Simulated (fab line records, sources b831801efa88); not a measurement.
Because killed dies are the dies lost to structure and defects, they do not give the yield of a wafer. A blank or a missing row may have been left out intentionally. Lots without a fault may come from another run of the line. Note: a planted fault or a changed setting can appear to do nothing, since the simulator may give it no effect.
Chamber matching ; flow sky130 ; SKY_POLY_GATE_ETCH_16 on rie diel-04: 3 sister chambers
The step etches Si3N4 in CH3F/O2, stops on poly-Si, time 147.5 s, target depth 75 nm. 3 wafers are shown with their chamber, then 5 later ones without.

## EACH WAFER AND ITS CHAMBER
wafer;chamber;drypump motor current A (A)
L267.5;0;5.2
L268.1;2;5.3
L268.2;3;5.3

## WAFERS WITHOUT THEIR CHAMBER
wafer;drypump motor current A (A)
L268.6;5.3
L276.2;5.2
L276.4;5.4
L281.4;5.2
L281.5;5.3

## CHAMBER TAKEN BY EACH
wafer;from the rows above;in truth
L268.6;can't be placed: 2 or 3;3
L276.2;0;0
L276.4;can't be placed: 2 or 3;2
L281.4;0;0
L281.5;can't be placed: 2 or 3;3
Placed correctly: 2 of 5. Cannot be placed on the basis of these rows: 3; the candidates contain the true chamber in 3. Number placed wrongly: 0.
How it was worked out, from the rows above alone: a wafer's distance from a chamber is the root of the sum, over the readings, of the square of ((its reading less the chamber's mean) divided by the reading's scatter). The wafer belongs to the nearest chamber; if the next one is less than 2 further off, it can't be placed. For every chamber, the mean is computed from those of its wafers that are shown. The scatter: with one shown wafer a chamber, the root of the mean of the squares of how far each hidden wafer lies from its nearest shown one.
